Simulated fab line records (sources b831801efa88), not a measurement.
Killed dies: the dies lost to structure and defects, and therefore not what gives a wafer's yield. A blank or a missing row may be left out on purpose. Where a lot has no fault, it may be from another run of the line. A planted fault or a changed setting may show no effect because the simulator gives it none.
A lot that was struck, set against a sound lot	flow gf180mcu	20 out of 602 route steps
Sound: the wafers L981.3, L981.4, L981.5. The struck wafers were L980.3, L980.4, L980.5. The cause is named last.
Per side, at each step with rows, come the tool, then ch with its chambers, and then its first start. Under that, the readings that differ: sound wafers	struck wafers	difference of the means	sigmas: that difference in standard deviations of wafers without a fault.
alike: a reading whose means differ by less than 2 such deviations, as well as words and numbers matching on both sides. not compared: withheld readings; readings where some wafer has no value; bounds like >300 that might hide an equal value; numbers whose values overlap and for which the record gives no deviation.
The two part at a step that has a row with sigmas, a row that says differs or no value, or rows on one side only. Numbers that have no deviation but don't overlap get no sigmas and don't part them. A reading that every wafer of one side lacks parts them only if that side has two wafers or more.

first, 1 step without rows for these wafers: GF_POLY_GATE_CVD_00 (deposits poly-Si, target thk 200 nm, time 1200 s).
GF_POLY_GATE_THK_MEAS_01:
  sound on film metro-03, day 12 23:02; struck on film metro-03, day 12 16:50
  alike: POLY_GATE_CVD_00_THK
then, 8 steps without rows for these wafers: GF_POLY_GATE_DEHYDRATE_02 (time 60 s); GF_POLY_GATE_HMDS_03 (prime time 60 s); GF_POLY_GATE_COAT_04; GF_POLY_GATE_COAT_05 (resist thk 700 nm); GF_POLY_GATE_SOFTBAKE_06 (time 60 s); GF_POLY_GATE_EXPOSE_07 (exposes mask Poly2, target cd 280 nm); GF_POLY_GATE_PEB_08 (peb time 90 s); GF_POLY_GATE_DEVELOP_09 (develop time 60 s).
GF_POLY_GATE_CD_MEAS_10: target cd 280 nm.
  sound on cd sem-01, day 13 18:57; struck on cd sem-01, day 13 13:05
  alike: cd nm
GF_POLY_GATE_OVL_MEAS_11:
  sound on overlay-01, day 13 19:02; struck on overlay-01, day 13 13:11
  alike: POLY_GATE_OVL
GF_POLY_GATE_ETCH_12: etches BARC in N2/H2.
  sound on rie diel-04 ch 0,1,2, day 13 19:04; struck on rie diel-01 ch 0,1,2, day 13 13:13
  no value came back on the struck wafers for any of 6 readings (bias w (W), chamber pressure mTorr (mTorr) and others); on the sound wafers bias w (W) reads 100.1 100.1 100.2
GF_POLY_GATE_ETCH_13: etches poly-Si in HBr/Cl2, stops on SiO2, target depth 198.5 nm, time 69.6 s.
  sound on rie si-01 ch 0,1, day 13 19:07; struck on rie si-01 ch 0,1,2, day 13 13:16
reading	sound	struck	difference	sigmas
oes product au (a.u.)	0.991 0.994 0.986	0.261 0.272 0.274	-0.721	-99 or more
  alike: HBr_flow_sccm, bias w, drypump motor current A, throttle valve pct
  not compared: rf hours counter h
GF_POLY_GATE_STRIP_14: strips in O2/N2.
  sound on plasma asher-04 ch 0,1, day 13 19:12; struck on plasma asher-03 ch 0,1, day 13 13:21
reading	sound	struck	difference	sigmas
oes product au (a.u.)	0.507 0.507 0.500	0.527 0.530 0.531	+0.025	+5
  alike: drypump motor current A, heater power w, platen temp c
  not compared: rf hours counter h
then, 2 steps without rows for these wafers: GF_POLY_GATE_CLEAN_15 (cleans in SC1/SC2, time 150 s); GF_POLY_GATE_OXIDATION_16 (stabilise 600 s, purge 300 s, target thk 4 nm).
GF_POLY_GATE_THK_MEAS_17:
  sound on film metro-02, day 13 21:10; struck on film metro-02, day 13 14:47
  alike: POLY_GATE_OXIDATION_THK
GF_POLY_GATE_CD_MEAS_18:
  sound on cd sem-01, day 13 21:16; struck on cd sem-02, day 13 14:53
reading	sound	struck	difference	sigmas
cd nm (nm)	281.0 279.1 280.0	- - -	no value on the struck wafers	
then, 1 step without rows for these wafers: GF_HV_LDD_DEHYDRATE_00 (time 60 s).

## WHERE THEY PART
Last at GF_POLY_GATE_CD_MEAS_18 as far as this record goes, first at GF_POLY_GATE_ETCH_12.

WHY: what had been put in by the simulator
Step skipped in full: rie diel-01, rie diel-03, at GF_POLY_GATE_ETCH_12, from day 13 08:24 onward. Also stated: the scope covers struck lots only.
